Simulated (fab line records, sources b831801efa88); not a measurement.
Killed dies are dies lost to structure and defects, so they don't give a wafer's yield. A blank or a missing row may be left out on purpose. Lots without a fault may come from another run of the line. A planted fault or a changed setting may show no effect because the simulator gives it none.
Which tool did it? | flow gf180mcu | 14 lots, 42 wafers sampled, at 5 steps of a route of 602

WHAT THE GAUGES READ, wafer by wafer
GF_VT_IMPLANT_TW_MEAS_43. Usual: VT_IMPLANT_4_TW 688, standard deviation 4.8.
lot  | measured     | on            | VT_IMPLANT_4_TW | flag
L523 | day 8 07:34  | film_metro-04 | 687 686 684     |
L524 | day 8 17:26  | film_metro-03 | 694 690 693     |
L528 | day 9 19:03  | film_metro-04 | 687 687 685     |
L529 | day 10 03:28 | film_metro-04 | 688 686 688     |
L530 | day 10 10:25 | film_metro-01 | 686 687 688     |
L532 | day 11 01:23 | film_metro-03 | 689 698 694     |
L533 | day 11 09:47 | film_metro-04 | 692 689 692     |
L534 | day 11 14:44 | film_metro-01 | 690 691 695     |
L535 | day 11 20:31 | film_metro-01 | 694 691 688     |
L536 | day 12 03:26 | film_metro-01 | 706 709 705     | OFF
L537 | day 12 14:31 | film_metro-04 | 718 715 715     | OFF
L544 | day 14 09:11 | film_metro-01 | 683 688 683     |
L545 | day 14 15:56 | film_metro-03 | 690 696 692     |
L546 | day 14 21:55 | film_metro-03 | 694 691 695     |

GF_M3_CD_MEAS_14: target cd 280 nm. Usual: cd_nm 280.5 nm, standard deviation 1.1.
lot  | measured     | on        | cd_nm (nm)        | flag
L523 | day 23 10:35 | cd_sem-01 | 278.0 278.5 280.1 |
L524 | day 24 00:32 | cd_sem-01 | 282.7 280.5 282.5 |
L528 | day 25 06:55 | cd_sem-02 | 281.4 280.4 281.2 |
L529 | day 25 12:20 | cd_sem-02 | 279.2 279.8 280.2 |
L530 | day 25 17:43 | cd_sem-02 | 279.6 280.1 279.1 |
L532 | day 26 13:32 | cd_sem-02 | 280.7 279.5 278.6 |
L533 | day 26 22:14 | cd_sem-02 | 279.7 281.0 280.7 |
L534 | day 27 04:59 | cd_sem-01 | 281.0 281.2 281.5 |
L535 | day 27 09:26 | cd_sem-01 | 280.8 280.0 280.2 |
L536 | day 27 15:58 | cd_sem-01 | 281.0 280.3 279.0 |
L537 | day 28 01:44 | cd_sem-01 | 282.4 282.5 281.8 |
L544 | day 29 20:26 | cd_sem-01 | 279.6 280.8 281.0 |
L545 | day 30 05:01 | cd_sem-02 | 280.1 280.3 280.1 |
L546 | day 30 09:06 | cd_sem-02 | 281.3 280.4 280.8 |

GF_V3_CD_MEAS_14: target cd 260 nm. Usual: cd_nm 260.1 nm, standard deviation 1.2.
lot  | measured     | on        | cd_nm (nm)        | flag
L523 | day 24 12:41 | cd_sem-01 | 260.2 259.5 260.3 |
L524 | day 25 00:48 | cd_sem-02 | 259.4 258.7 259.7 |
L528 | day 26 07:02 | cd_sem-01 | 259.6 259.9 259.9 |
L529 | day 26 11:34 | cd_sem-01 | 259.2 259.2 260.0 |
L530 | day 26 17:28 | cd_sem-02 | 261.0 261.6 261.2 |
L532 | day 27 12:41 | cd_sem-02 | 260.9 261.0 260.9 |
L533 | day 27 20:58 | cd_sem-02 | 260.6 261.5 260.4 |
L534 | day 28 04:14 | cd_sem-01 | 260.9 260.9 262.1 |
L535 | day 28 07:50 | cd_sem-02 | 261.9 260.9 261.6 |
L536 | day 28 14:29 | cd_sem-02 | 261.7 260.2 261.5 |
L537 | day 29 00:35 | cd_sem-01 | 258.3 259.1 258.8 |
L544 | day 30 18:08 | cd_sem-01 | 263.1 261.8 260.8 |
L545 | day 31 02:29 | cd_sem-02 | 261.4 260.9 259.9 |
L546 | day 31 05:50 | cd_sem-02 | 259.7 260.2 260.1 |

WHICH TOOL RAN EACH LOT (tool, then ch and the chambers of the sampled wafers, then the start)
lot  | GF_VT_IMPLANT_IMPLANT_41        | GF_M1_SPUTTER_02
L523 | implanter-03 ch 0, day 8 07:20  | pvd_sputter-04, day 18 00:27
L524 | implanter-04 ch 0, day 8 17:13  | pvd_sputter-04, day 18 13:34
L528 | implanter-03 ch 0, day 9 18:48  | pvd_sputter-03, day 19 23:05
L529 | implanter-03 ch 0, day 10 03:13 | pvd_sputter-03, day 20 04:01
L530 | implanter-01 ch 0, day 10 10:10 | pvd_sputter-04, day 20 11:06
L532 | implanter-04 ch 0, day 11 01:08 | pvd_sputter-01, day 21 09:14
L533 | implanter-03 ch 0, day 11 09:33 | pvd_sputter-03, day 21 19:41
L534 | implanter-03 ch 0, day 11 14:29 | pvd_sputter-01, day 22 00:44
L535 | implanter-04 ch 0, day 11 20:16 | pvd_sputter-03, day 22 07:20
L536 | implanter-03 ch 0, day 12 03:12 | pvd_sputter-04, day 22 15:54
L537 | implanter-03 ch 0, day 12 14:16 | pvd_sputter-01, day 23 02:47
L544 | implanter-04 ch 0, day 14 08:56 | pvd_sputter-03, day 25 02:26
L545 | implanter-01 ch 0, day 14 15:41 | pvd_sputter-04, day 25 11:17
L546 | implanter-04 ch 0, day 14 21:40 | pvd_sputter-01, day 25 16:09
- GF_VT_IMPLANT_IMPLANT_41
- GF_M1_SPUTTER_02: material AlCu, target thk 450 nm, time 23.9 s.

WHAT THE TOOLS THEMSELVES READ (means of the sampled wafers that have a number; where no wafer has one, the mark that the record gives instead)
GF_VT_IMPLANT_IMPLANT_41. Usual: beam_on_s 9.99 s, standard deviation 0.2; faraday_current_uA 5.72, standard deviation 0.12.
lot  | tool         | beam_on_s (s) | faraday_current_uA | flag
L523 | implanter-03 | 9.94          | 5.74               |
L524 | implanter-04 | 10.20         | 5.59               |
L528 | implanter-03 | 10.08         | 5.66               |
L529 | implanter-03 | 9.91          | 5.78               |
L530 | implanter-01 | 9.97          | 5.72               |
L532 | implanter-04 | 10.02         | 5.70               |
L533 | implanter-03 | 9.82          | 5.77               |
L534 | implanter-03 | 9.94          | 5.75               |
L535 | implanter-04 | 9.77          | 5.85               |
L536 | implanter-03 | 11.47         | 4.96               | OFF
L537 | implanter-03 | 11.21         | 5.10               | OFF
L544 | implanter-04 | 10.12         | 5.65               |
L545 | implanter-01 | 9.80          | 5.82               |
L546 | implanter-04 | 9.90          | 5.78               |

GF_M1_SPUTTER_02. Usual: throttle_valve_pct 29.9 %, standard deviation 0.81.
lot  | tool           | throttle_valve_pct (%) | flag
L523 | pvd_sputter-04 | 30.0                   |
L524 | pvd_sputter-04 | 30.6                   |
L528 | pvd_sputter-03 | 29.7                   |
L529 | pvd_sputter-03 | 30.4                   |
L530 | pvd_sputter-04 | 30.2                   |
L532 | pvd_sputter-01 | 29.6                   |
L533 | pvd_sputter-03 | 30.1                   |
L534 | pvd_sputter-01 | 28.9                   |
L535 | pvd_sputter-03 | 29.9                   |
L536 | pvd_sputter-04 | 30.3                   |
L537 | pvd_sputter-01 | 29.7                   |
L544 | pvd_sputter-03 | 30.1                   |
L545 | pvd_sputter-04 | 30.6                   |
L546 | pvd_sputter-01 | 29.7                   |

THE ANSWER, worked out from the rows above alone
Rule: a lot is off if the mean of its wafers that have a number lies more than 3 standard deviations from the usual mean. A lot without any number at a reading at which 4 lots or more have one is off too. The other lots that the step has rows for count as sound. The gauges are gone through in route order, then the tools' own readings, and for those a lot's mean is taken as printed above. The first step at which some lot is off is used, and at that step the reading that is off furthest; a lot without a number counts as furthest.
Off: L536, L537, at GF_VT_IMPLANT_TW_MEAS_43 (VT_IMPLANT_4_TW).
A tool fits if, at a process step before that reading, it ran every lot that is off, and no sound lot after the first of them. The gauges at GF_VT_IMPLANT_TW_MEAS_43 aren't tried: what is off there is off at GF_VT_IMPLANT_IMPLANT_41 too, on other tools, and a gauge's error can't cause that. One fits: implanter-03 at GF_VT_IMPLANT_IMPLANT_41. Its last sound lot is L534 (day 11 14:29), its first lot that is off L536 (day 12 03:12): a fault that began between those two fits.
The tool's own readings at GF_VT_IMPLANT_IMPLANT_41 bear it out: on the lots that are off they differ by more than 5 times the standard deviation of the sound lots' means. beam_on_s reads 11.34 s there against 9.96 s on the sound lots; faraday_current_uA reads 5.03 there against 5.73 on the sound lots.

WHAT THE SIMULATOR HAD PUT IN
Process parameter drift: implanter-03, from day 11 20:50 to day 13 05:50, at GF_VT_IMPLANT_IMPLANT_41. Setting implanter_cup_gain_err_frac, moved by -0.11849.
Lots struck among those shown: L536, L537. The rule above found the same.
